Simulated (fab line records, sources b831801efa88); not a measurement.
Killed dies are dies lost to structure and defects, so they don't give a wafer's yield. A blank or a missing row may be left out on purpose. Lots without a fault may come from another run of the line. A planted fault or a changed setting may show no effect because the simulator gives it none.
fab line records | flow sky130
record lots=24 wafers=72 last_day=50
route steps=708 shown RES_PROTECT@214 POLY_GATE@230 VIA2@522 VIA3@575
lots that met no fault: from a run of the same line without faults
start_h: hours from the record's first day to the start of the lot's first wafer shown | wait_h: hours since the lot's step before | " the same as in the row above | L1.1+2: a row that stands for several wafers | - no value, or no start given | * or withheld: withheld | < > ~ a bound
route shown NAME@n: a module of which the file shows steps, and the number in the route of the first | usual: mean/standard deviation of fault-free wafers | same: alike in all rows | chamber/n: place in a boat | sites: the reading at each site | _std_site: their standard deviation | _edge_site: outer sites' mean less inner sites' | radius_mm: how far each site lies from the wafer's centre | mask NAME#n: copy n | behind: the tool/chamber that last shaped the wafer | hold: why the lot was held/for how many hours/how that ended | device: the transistor (n, p or np) that didn't switch | end of line: the same wafers' tests at the end of the route | a step without rows: its recipe alone | killed: dies lost to structure and defects at the first sort, not the wafer's yield | map: a wafer's dies, x killed, . not, _ none there
set.NAME: the setting as run; set.NAME@STEP: as run at that earlier step | model.NAME: the simulator's own value behind a step, which no gauge read
steps of the route over a sample of lots; a table a step, a row a wafer
services: from which hour (start_h, from the record's first day; less than 0 if before it) a tool's chamber was out of use, for how many hours, and why
## steps
# step SKY_RES_PROTECT_STRIP_07
# recipe chemistry=O2/N2 power_w=1400 pressure_mtorr=1500 platen_temp_c=withheld o2_flow_sccm=3000 n2_flow_sccm=300 overash_fraction=0.5
# usual drypump_motor_current_A=5.4/0.53 oes_product_au=0.517/0.0043 strip_time_to_endpoint_s=23.29/0.034
# columns lot.wafer tool chamber start_h wait_h drypump_motor_current_A oes_product_au rf_hours_counter_h strip_time_to_endpoint_s
L074.2 plasma_asher-02 0 332.45 0.1 6.0 0.523 52 23.33
L074.4 " 0 " " 6.0 0.517 - 23.32
L074.5 " 0 " " 6.0 0.527 - 23.32
L075.1 plasma_asher-04 1 339.76 0.1 4.9 0.521 61 23.29
L075.4 " 1 " " 4.9 0.519 - 23.28
L075.5 " 1 " " 4.9 0.518 - 23.30
L076.3 plasma_asher-02 0 356.50 0.1 6.0 0.520 - 23.30
L076.4 " 1 " " 4.7 0.509 - 23.29
L076.6 " 0 " " 6.0 0.516 - 23.27
L077.1 plasma_asher-04 0 356.76 0.1 5.6 0.528 63 23.28
L077.2 " 1 " " 4.9 0.521 63 23.29
L077.4 " 1 " " 4.9 0.511 - 23.26
L078.2 plasma_asher-04 0 367.76 0.1 5.6 0.518 64 23.32
L078.3 " 1 " " 5.0 0.518 - 23.30
L078.4 " 0 " " 5.6 0.520 - 23.32
L079.1 plasma_asher-01 1 382.21 0.1 6.1 0.514 70 23.26
L079.4 " 0 " " 5.2 0.511 - 23.28
L079.5 " 1 " " 6.0 0.516 - 23.26
L080.2 plasma_asher-04 0 392.50 0.1 5.6 0.514 67 23.26
L080.3 " 0 " " 5.6 0.516 - 23.28
L080.4 " 1 " " 5.0 0.517 - 23.31
L081.1 plasma_asher-01 1 402.31 0.1 6.0 0.515 72 23.30
L081.2 " 0 " " 5.2 0.516 72 23.33
L081.4 " 0 " " 5.2 0.521 - 23.24
L082.1 plasma_asher-04 1 410.80 0.1 5.0 0.523 68 23.30
L082.3 " 1 " " 5.0 0.518 - 23.25
L082.6 " 0 " " 5.6 0.525 - 23.22
L083.1 plasma_asher-02 0 419.16 0.1 6.0 0.510 60 23.29
L083.2 " 1 " " 4.8 0.521 60 23.31
L083.3 " 1 " " 4.8 0.515 - 23.25
L084.1 plasma_asher-02 0 427.11 0.1 6.1 0.522 61 23.27
L084.2 " 1 " " 4.8 0.523 61 23.31
L084.6 " 0 " " 6.1 0.519 - 23.29
L085.2 plasma_asher-02 0 437.40 0.1 6.0 0.525 62 23.33
L085.4 " 1 " " 4.8 0.513 - 23.27
L085.5 " 0 " " 6.0 0.515 - 23.35
L086.2 plasma_asher-04 0 449.65 0.1 5.6 0.506 73 23.27
L086.4 " 1 " " 5.0 0.517 - 23.26
L086.5 " 1 " " 4.9 0.520 - 23.24
L087.2 plasma_asher-01 0 449.96 0.1 5.2 0.523 1 23.26
L087.3 " 1 " " 6.0 0.517 - 23.30
L087.5 " 1 " " 6.0 0.515 - 23.28
L088.1 plasma_asher-04 1 464.40 0.1 5.0 0.515 74 23.36
L088.4 " 0 " " 5.6 0.504 - 23.29
L088.5 " 1 " " 5.0 0.517 - 23.38
L089.1 plasma_asher-02 0 469.31 0.1 6.0 0.516 65 23.23
L089.5 " 1 " " 4.7 0.517 - 23.25
L089.6 " 0 " " 6.1 0.516 - 23.31
L090.2 plasma_asher-02 0 473.95 0.1 6.1 0.520 66 23.28
L090.4 " 1 " " 4.8 0.512 - 23.23
L090.6 " 1 " " 4.8 0.522 - 23.29
L091.1 plasma_asher-02 1 490.10 0.1 4.8 0.514 67 23.28
L091.5 " 0 " " 6.0 0.517 - 23.29
L091.6 " 1 " " 4.8 0.522 - 23.32
L092.3 plasma_asher-01 1 495.99 0.1 6.0 0.517 - 23.33
L092.5 " 0 " " 5.2 0.520 - 23.35
L092.6 " 1 " " 6.0 0.510 - 23.37
L093.2 plasma_asher-04 0 507.31 0.1 5.6 0.512 79 23.33
L093.3 " 1 " " 5.0 0.518 - 23.31
L093.5 " 1 " " 5.0 0.519 - 23.27
L094.1 plasma_asher-02 1 513.26 0.1 4.8 0.514 70 23.24
L094.3 " 1 " " 4.7 0.519 - 23.26
L094.6 " 1 " " 4.8 0.509 - 23.23
L095.1 plasma_asher-02 1 531.81 0.1 4.8 0.519 71 23.29
L095.4 " 1 " " 4.8 0.511 - 23.30
L095.5 " 1 " " 4.8 0.514 - 23.29
L096.3 plasma_asher-02 0 532.55 0.1 6.1 0.518 - 23.25
L096.5 " 0 " " 6.1 0.522 - 23.24
L096.6 " 1 " " 4.8 0.518 - 23.27
L097.1 plasma_asher-02 0 543.86 0.1 6.0 0.515 72 23.27
L097.3 " 1 " " 4.8 0.518 - 23.30
L097.5 " 0 " " 6.0 0.518 - 23.29
# step SKY_POLY_GATE_ETCH_16
# recipe stop_on=poly-Si chemistry=CH3F/O2 target=Si3N4 source_w=400 bias_w=80 pressure_mtorr=25 ch3f_flow_sccm=40 O2_flow_sccm=30 time_s=147.5 target_depth_a=750
# usual ch3f_flow_sccm=40.00/0.12 drypump_motor_current_A=5.6/0.42 oes_product_au=0.642/0.0053 throttle_valve_pct=10.537/0.0089
# columns lot.wafer tool chamber start_h wait_h ch3f_flow_sccm drypump_motor_current_A oes_product_au rf_hours_counter_h throttle_valve_pct
L074.2 rie_diel-02 1 364.10 0.0 40.05 6.0 0.645 73 10.544
L074.4 " 3 " " 40.19 5.2 0.643 101 10.535
L074.5 " 1 " " 40.01 6.0 0.644 - 10.544
L075.1 rie_diel-02 1 371.13 0.0 40.07 5.9 0.644 73 10.536
L075.4 " 2 " " 40.02 5.6 0.649 10 10.534
L075.5 " 0 " " 40.05 5.4 0.639 - 10.539
L076.3 rie_diel-02 3 390.25 0.0 40.15 5.2 0.642 102 10.539
L076.4 " 1 " " 40.00 6.0 0.639 74 10.532
L076.6 " 0 " " 39.95 5.3 0.638 - 10.525
L077.1 rie_diel-01 1 390.50 0.0 39.94 5.3 0.651 15 10.536
L077.2 " 2 " " 40.06 5.7 0.641 61 10.523
L077.4 " 3 " " 39.83 5.8 0.649 43 10.540
L078.2 rie_diel-02 2 400.37 0.0 40.00 5.6 0.642 10 10.513
L078.3 " 0 " " 40.04 5.3 0.645 5 10.560
L078.4 " 3 " " 39.89 5.2 0.648 102 10.543
L079.1 rie_diel-03 1 414.65 0.0 40.07 4.7 0.641 39 10.553
L079.4 " 2 " " 40.18 5.9 0.650 14 10.540
L079.5 " 1 " " 40.02 4.7 0.640 - 10.535
L080.2 rie_diel-01 2 424.75 0.0 40.06 5.7 0.642 61 10.545
L080.3 " 1 " " 39.95 5.3 0.642 16 10.544
L080.4 " 3 " " 39.93 5.8 0.644 44 10.548
L081.1 rie_diel-03 1 433.75 0.0 40.03 4.7 0.645 40 10.520
L081.2 " 2 " " 39.80 6.0 0.644 14 10.522
L081.4 " 0 " " 39.81 5.1 0.642 76 10.514
L082.1 rie_diel-01 0 442.17 0.0 40.05 6.6 0.646 0 10.543
L082.3 " 1 " " 39.98 5.3 0.645 16 10.537
L082.6 " 1 " " 39.93 5.3 0.648 - 10.532
L083.1 rie_diel-03 2 450.77 0.0 40.06 5.9 0.641 15 10.517
L083.2 " 3 " " 39.96 5.8 0.626 10 10.524
L083.3 " 1 " " 40.03 4.7 0.640 40 10.537
L084.1 rie_diel-02 1 460.70 0.0 39.91 6.0 0.646 75 10.541
L084.2 " 0 " " 40.10 5.4 0.640 6 10.529
L084.6 " 1 " " 40.00 5.9 0.646 - 10.530
L085.2 rie_diel-01 0 471.85 0.0 40.02 6.5 0.645 1 10.538
L085.4 " 1 " " 39.92 5.3 0.639 16 10.536
L085.5 " 1 " " 39.87 5.3 0.646 - 10.544
L086.2 rie_diel-02 1 482.52 0.0 39.97 5.9 0.642 75 10.535
L086.4 " 1 " " 39.90 5.9 0.635 - 10.531
L086.5 " 2 " " 40.10 5.6 0.644 - 10.545
L087.2 rie_diel-01 3 484.10 0.0 40.11 5.8 0.645 45 10.520
L087.3 " 1 " " 40.11 5.3 0.644 17 10.544
L087.5 " 1 " " 40.09 5.3 0.634 - 10.539
L088.1 rie_diel-02 0 497.90 0.0 40.02 5.4 0.650 7 10.542
L088.4 " 3 " " 39.87 5.2 0.640 1 10.547
L088.5 " 1 " " 39.89 6.0 0.640 - 10.533
L089.1 rie_diel-02 0 502.05 0.0 39.75 5.4 0.646 7 10.538
L089.5 " 3 " " 39.88 5.2 0.647 - 10.535
L089.6 " 0 " " 39.86 5.3 0.650 - 10.529
L090.2 rie_diel-02 0 506.62 0.0 39.91 5.4 0.640 8 10.551
L090.4 " 3 " " 39.95 5.2 0.643 1 10.529
L090.6 " 3 " " 39.75 5.2 0.645 - 10.531
L091.1 rie_diel-03 3 522.80 0.0 39.75 5.8 0.641 11 10.534
L091.5 " 1 " " 39.85 4.8 0.646 - 10.538
L091.6 " 0 " " 40.04 5.1 0.638 - 10.540
L092.3 rie_diel-01 3 528.42 0.0 39.94 5.8 0.637 46 10.547
L092.5 " 3 " " 39.83 5.8 0.648 - 10.538
L092.6 " 2 " " 40.02 5.7 0.645 - 10.533
L093.2 rie_diel-03 2 539.55 0.0 39.97 5.9 0.643 16 10.519
L093.3 " 0 " " 40.15 5.1 0.638 78 10.537
L093.5 " 3 " " 39.98 5.8 0.634 - 10.543
L094.1 rie_diel-03 2 545.92 0.0 40.04 5.9 0.637 16 10.545
L094.3 " 0 " " 39.97 5.1 0.644 78 10.532
L094.6 " 2 " " 40.12 5.9 0.645 - 10.547
L095.1 rie_diel-02 3 564.10 0.0 40.00 5.2 0.640 2 10.543
L095.4 " 1 " " 39.63 5.9 0.633 77 10.533
L095.5 " 2 " " 39.96 5.5 0.643 - 10.538
L096.3 rie_diel-01 0 566.20 0.0 39.81 6.5 0.641 2 10.531
L096.5 " 2 " " 40.08 5.7 0.642 - 10.521
L096.6 " 3 " " 40.08 5.8 0.647 - 10.527
L097.1 rie_diel-03 0 575.71 0.0 39.92 5.1 0.641 79 10.544
L097.3 " 1 " " 40.07 4.7 0.642 42 10.539
L097.5 " 0 " " 40.07 5.1 0.636 - 10.548
# step SKY_POLY_GATE_THK_MEAS_21
# recipe reads=SiO2_of_POLY_GATE_OXIDATION_20
# usual POLY_GATE_OXIDATION_THK=4.02/0.09
# columns lot.wafer tool chamber start_h wait_h POLY_GATE_OXIDATION_THK[nm]
L074.2 film_metro-02 - 365.80 0.0 3.94
L074.4 " - " " 3.94
L074.5 " - " " 3.98
L075.1 film_metro-02 - 374.67 0.0 3.95
L075.4 " - " " 4.04
L075.5 " - " " 4.04
L076.3 film_metro-03 - 391.82 0.0 4.19
L076.4 " - " " 4.19
L076.6 " - " " 4.21
L077.1 film_metro-03 - 393.05 0.0 3.99
L077.2 " - " " 3.95
L077.4 " - " " 4.08
L078.2 film_metro-03 - 405.75 0.0 4.01
L078.3 " - " " 4.06
L078.4 " - " " 4.00
L079.1 film_metro-04 - 420.80 0.0 4.01
L079.4 " - " " 4.00
L079.5 " - " " 3.97
L080.2 film_metro-03 - 430.02 0.0 4.21
L080.3 " - " " 4.06
L080.4 " - " " 4.00
L081.1 film_metro-03 - 437.33 0.0 4.07
L081.2 " - " " 4.05
L081.4 " - " " 4.12
L082.1 film_metro-04 - 444.25 0.0 4.19
L082.3 " - " " 4.06
L082.6 " - " " 4.24
L083.1 film_metro-04 - 452.33 0.0 4.04
L083.2 " - " " 3.88
L083.3 " - " " 4.09
L084.1 film_metro-02 - 462.75 0.0 4.07
L084.2 " - " " 4.05
L084.6 " - " " 3.99
L085.2 film_metro-03 - 473.99 0.0 4.01
L085.4 " - " " 3.99
L085.5 " - " " 4.04
L086.2 film_metro-04 - 484.09 0.0 3.96
L086.4 " - " " 3.99
L086.5 " - " " 4.08
L087.2 film_metro-03 - 485.67 0.0 4.06
L087.3 " - " " 4.05
L087.5 " - " " 4.07
L088.1 film_metro-03 - 500.60 0.0 4.06
L088.4 " - " " 4.11
L088.5 " - " " 4.06
L089.1 film_metro-03 - 503.61 0.0 4.04
L089.5 " - " " 3.91
L089.6 " - " " 4.07
L090.2 film_metro-04 - 508.19 0.0 4.08
L090.4 " - " " 4.04
L090.6 " - " " 4.16
L091.1 film_metro-02 - 524.35 0.0 4.03
L091.5 " - " " 4.02
L091.6 " - " " 4.00
L092.3 film_metro-04 - 530.00 0.0 3.91
L092.5 " - " " 3.90
L092.6 " - " " 3.92
L093.2 film_metro-04 - 541.12 0.0 3.90
L093.3 " - " " 3.85
L093.5 " - " " 3.91
L094.1 film_metro-03 - 547.48 0.0 3.89
L094.3 " - " " 3.90
L094.6 " - " " 3.98
L095.1 film_metro-02 - 566.44 0.0 4.10
L095.4 " - " " 4.09
L095.5 " - " " 4.17
L096.3 film_metro-04 - 567.77 0.0 3.89
L096.5 " - " " 3.93
L096.6 " - " " 3.92
L097.1 film_metro-03 - 577.69 0.0 3.95
L097.3 " - " " 3.92
L097.5 " - " " 3.99
# step SKY_VIA2_ETCH_15
# recipe target=SiO2 chemistry=C4F8/O2/Ar target_depth_nm=546 stop_on=TiN mask_material=KrF-thick source_w=1500 bias_w=1200 pressure_mtorr=40 c4f8_flow_sccm=withheld O2_flow_sccm=6 Ar_flow_sccm=300 time_s=84
# usual oes_product_au=0.940/0.0046
# columns lot.wafer tool chamber start_h wait_h oes_product_au rf_hours_counter_h
L074.2 rie_diel-02 1 841.56 0.0 0.952 7
L074.4 " 3 " " 0.941 10
L074.5 " 0 " " 0.941 -
L075.1 rie_diel-02 0 850.41 0.0 0.948 16
L075.4 " 1 " " 0.938 8
L075.5 " 3 " " 0.937 -
L076.3 rie_diel-04 0 867.56 0.0 0.942 9
L076.4 " 3 " " 0.935 6
L076.6 " 2 " " 0.938 -
L077.1 rie_diel-03 3 868.51 0.0 0.938 21
L077.2 " 2 " " 0.943 25
L077.4 " 1 " " 0.938 3
L078.2 rie_diel-02 2 877.66 0.0 0.937 23
L078.3 " 1 " " 0.953 9
L078.4 " 0 " " 0.949 17
L079.1 rie_diel-04 3 888.53 0.0 0.938 6
L079.4 " 2 " " 0.948 1
L079.5 " 0 " " 0.938 -
L080.2 rie_diel-03 1 898.51 0.0 0.938 4
L080.3 " 2 " " 0.942 26
L080.4 " 3 " " 0.939 22
L081.1 rie_diel-04 0 906.16 0.0 0.937 9
L081.2 " 3 " " 0.946 7
L081.4 " 2 " " 0.940 1
L082.1 rie_diel-04 0 911.46 0.0 0.934 10
L082.3 " 3 " " 0.936 7
L082.6 " 1 " " 0.938 -
L083.1 rie_diel-04 2 914.81 0.0 0.942 2
L083.2 " 0 " " 0.931 10
L083.3 " 3 " " 0.946 7
L084.1 rie_diel-04 0 926.21 0.0 0.937 10
L084.2 " 2 " " 0.937 2
L084.6 " 3 " " 0.942 -
L085.2 rie_diel-03 2 935.26 0.0 0.932 27
L085.4 " 1 " " 0.946 6
L085.5 " 3 " " 0.940 -
L086.2 rie_diel-04 0 942.31 0.0 0.939 10
L086.4 " 3 " " 0.935 -
L086.5 " 0 " " 0.938 -
L087.2 rie_diel-03 1 942.66 0.0 0.940 6
L087.3 " 0 " " 0.946 8
L087.5 " 0 " " 0.938 -
L088.1 rie_diel-04 3 954.68 0.0 0.938 8
L088.4 " 1 " " 0.940 5
L088.5 " 1 " " 0.936 -
L089.1 rie_diel-03 3 958.01 0.0 0.947 24
L089.5 " 2 " " 0.938 -
L089.6 " 1 " " 0.938 -
L090.2 rie_diel-02 0 963.21 0.0 0.946 20
L090.4 " 3 " " 0.935 14
L090.6 " 0 " " 0.947 -
L091.1 rie_diel-03 1 973.64 0.0 0.938 7
L091.5 " 1 " " 0.936 -
L091.6 " 2 " " 0.940 -
L092.3 rie_diel-04 3 977.56 0.0 0.933 9
L092.5 " 3 " " 0.941 -
L092.6 " 2 " " 0.939 -
L093.2 rie_diel-04 3 986.81 0.0 0.943 9
L093.3 " 2 " " 0.944 4
L093.5 " 3 " " 0.939 -
L094.1 rie_diel-02 2 991.81 0.0 0.941 26
L094.3 " 3 " " 0.934 14
L094.6 " 1 " " 0.946 -
L095.1 rie_diel-03 1 1005.76 0.0 0.947 8
L095.4 " 3 " " 0.931 -
L095.5 " 0 " " 0.944 -
L096.3 rie_diel-04 3 1009.71 0.0 0.940 9
L096.5 " 2 " " 0.937 -
L096.6 " 1 " " 0.935 -
L097.1 rie_diel-03 0 1015.21 0.0 0.945 11
L097.3 " 1 " " 0.942 9
L097.5 " 0 " " 0.939 -
# step SKY_VIA2_RS_MEAS_22
# recipe thk_meas_gauge=four-point-probe reads=W_of_VIA2_CVD_21+TiN_of_VIA2_SPUTTER_20
# usual VIA2_W_RS=0.2728/0.0026
# columns lot.wafer tool chamber start_h wait_h VIA2_W_RS[ohm/sq]
L074.2 film_metro-01 - 842.49 0.1 0.2729
L074.4 " - " " 0.2734
L074.5 " - " " 0.2722
L075.1 film_metro-01 - 851.25 0.1 0.2774
L075.4 " - " " 0.2734
L075.5 " - " " 0.2746
L076.3 film_metro-04 - 868.45 0.1 0.2766
L076.4 " - " " 0.2730
L076.6 " - " " 0.2746
L077.1 film_metro-02 - 869.40 0.1 0.2763
L077.2 " - " " 0.2736
L077.4 " - " " 0.2750
L078.2 film_metro-01 - 879.04 0.1 0.2677
L078.3 " - " " 0.2689
L078.4 " - " " 0.2656
L079.1 film_metro-02 - 889.38 0.1 0.2736
L079.4 " - " " 0.2705
L079.5 " - " " 0.2733
L080.2 film_metro-02 - 899.38 0.1 0.2772
L080.3 " - " " 0.2709
L080.4 " - " " 0.2727
L081.1 film_metro-04 - 907.03 0.1 0.2703
L081.2 " - " " 0.2723
L081.4 " - " " 0.2742
L082.1 film_metro-01 - 912.43 0.1 0.2739
L082.3 " - " " 0.2715
L082.6 " - " " 0.2721
L083.1 film_metro-01 - 915.66 0.1 0.2707
L083.2 " - " " 0.2748
L083.3 " - " " 0.2748
L084.1 film_metro-01 - 927.06 0.1 0.2710
L084.2 " - " " 0.2701
L084.6 " - " " 0.2663
L085.2 film_metro-01 - 936.13 0.1 0.2676
L085.4 " - " " 0.2705
L085.5 " - " " 0.2710
L086.2 film_metro-02 - 943.53 0.1 0.2720
L086.4 " - " " 0.2730
L086.5 " - " " 0.2723
L087.2 film_metro-04 - 943.62 0.1 0.2716
L087.3 " - " " 0.2711
L087.5 " - " " 0.2700
L088.1 film_metro-01 - 955.56 0.1 0.2771
L088.4 " - " " 0.2804
L088.5 " - " " 0.2765
L089.1 film_metro-01 - 958.89 0.1 0.2786
L089.5 " - " " 0.2741
L089.6 " - " " 0.2779
L090.2 film_metro-02 - 964.11 0.1 0.2692
L090.4 " - " " 0.2687
L090.6 " - " " 0.2736
L091.1 film_metro-02 - 974.49 0.1 0.2741
L091.5 " - " " 0.2708
L091.6 " - " " 0.2740
L092.3 film_metro-01 - 978.45 0.1 0.2720
L092.5 " - " " 0.2751
L092.6 " - " " 0.2716
L093.2 film_metro-04 - 987.68 0.1 0.2714
L093.3 " - " " 0.2743
L093.5 " - " " 0.2688
L094.1 film_metro-02 - 992.70 0.1 0.2698
L094.3 " - " " 0.2754
L094.6 " - " " 0.2725
L095.1 film_metro-01 - 1006.66 0.1 0.2755
L095.4 " - " " 0.2755
L095.5 " - " " 0.2698
L096.3 film_metro-02 - 1010.61 0.1 0.2715
L096.5 " - " " 0.2740
L096.6 " - " " 0.2756
L097.1 film_metro-01 - 1016.06 0.1 0.2708
L097.3 " - " " 0.2735
L097.5 " - " " 0.2712
# step SKY_VIA3_CMP_02
# recipe material=SiO2 down_force_psi=4 platen_rpm=60 pad_velocity_m_s=0.94248
# usual motor_current_A=10.9/1.2
# columns lot.wafer tool chamber start_h wait_h motor_current_A
L074.4 cmp-01 3 896.86 0.1 11.5
L074.2 " 0 " " 10.3
L074.5 " 3 " " 11.6
L075.1 cmp-01 1 905.81 0.1 11.7
L075.4 " 2 " " 9.0
L075.5 " 1 " " 10.6
L076.4 cmp-01 1 922.06 0.1 11.8
L076.3 " 3 " " 11.3
L076.6 " 1 " " 10.7
L077.1 cmp-01 1 923.38 0.1 11.1
L077.2 " 2 " " 9.5
L077.4 " 3 " " 11.0
L078.3 cmp-01 2 931.52 0.0 9.3
L078.2 " 3 " " 11.5
L078.4 " 1 " " 11.9
L079.4 cmp-02 0 941.00 0.0 9.2
L079.1 " 2 " " 11.5
L079.5 " 0 " " 9.5
L080.4 cmp-02 1 951.69 0.1 12.8
L080.3 " 2 " " 11.6
L080.2 " 3 " " 12.0
L081.2 cmp-01 3 958.30 0.1 10.7
L081.4 " 0 " " 9.8
L081.1 " 1 " " 11.7
L082.1 cmp-02 1 963.84 0.1 12.3
L082.3 " 2 " " 11.0
L082.6 " 2 " " 11.9
L083.1 cmp-01 1 967.99 0.1 11.1
L083.2 " 2 " " 9.1
L083.3 " 3 " " 11.1
L084.1 cmp-02 1 978.19 0.3 12.5
L084.2 " 3 " " 11.6
L084.6 " 0 " " 9.3
L085.4 cmp-01 2 985.57 0.0 8.9
L085.2 " 1 " " 11.9
L085.5 " 2 " " 9.2
L086.2 cmp-02 1 993.96 0.0 12.8
L086.4 " 3 " " 10.8
L086.5 " 2 " " 11.1
L087.3 cmp-02 3 994.91 0.0 10.7
L087.2 " 1 " " 12.7
L087.5 " 0 " " 10.2
L088.4 cmp-02 1 1005.19 0.1 12.6
L088.1 " 3 " " 11.4
L088.5 " 1 " " 12.5
L089.1 cmp-01 3 1008.69 0.1 11.2
L089.5 " 1 " " 11.4
L089.6 " 2 " " 9.2
L090.2 cmp-01 2 1013.74 0.1 9.2
L090.4 " 3 " " 10.8
L090.6 " 1 " " 11.4
L091.1 cmp-02 3 1023.89 0.1 12.4
L091.6 " 2 " " 11.6
L091.5 " 3 " " 11.4
L092.3 cmp-02 2 1027.44 0.3 11.3
L092.6 " 2 " " 10.8
L092.5 " 3 " " 11.2
L093.2 cmp-02 3 1037.25 0.2 11.5
L093.3 " 0 " " 9.4
L093.5 " 3 " " 11.3
L094.3 cmp-02 2 1041.58 0.3 11.2
L094.1 " 3 " " 11.2
L094.6 " 2 " " 11.7
L095.1 cmp-02 3 1054.31 0.1 11.4
L095.4 " 2 " " 10.9
L095.5 " 0 " " 9.4
L096.3 cmp-02 2 1057.76 0.1 11.9
L096.6 " 1 " " 12.3
L096.5 " 2 " " 11.6
L097.3 cmp-01 1 1063.04 0.0 12.0
L097.1 " 3 " " 11.8
L097.5 " 2 " " 9.2
## services
# columns tool chamber start_h hours kind
rie_diel-02 3 358.24 2.3 repair
rie_diel-02 3 475.83 7.1 repair
rie_diel-02 - 479.04 1.0 repair
rie_diel-03 1 528.37 9.9 repair
rie_diel-03 1 545.68 5.7 repair
rie_diel-02 2 610.58 3.0 repair
rie_diel-02 - 647.21 0.9 repair
rie_diel-03 3 659.79 13.7 repair
rie_diel-03 2 702.94 15.2 repair
rie_diel-02 0 725.53 1.5 repair
rie_diel-02 2 733.54 1.7 repair
rie_diel-03 - 762.35 2.8 pm
rie_diel-02 0 771.68 15.2 repair
rie_diel-03 0 774.18 4.5 repair
rie_diel-03 - 787.55 0.2 repair
rie_diel-03 0 822.64 36.7 repair
rie_diel-02 - 872.78 1.1 repair
rie_diel-03 - 890.59 4.3 pm
rie_diel-02 1 924.26 7.6 repair
rie_diel-02 3 925.04 5.1 repair
rie_diel-02 1 938.60 3.0 repair
rie_diel-03 0 969.44 8.1 repair
rie_diel-03 3 1006.93 9.6 repair
rie_diel-03 3 1030.42 2.0 repair
## key
fault none
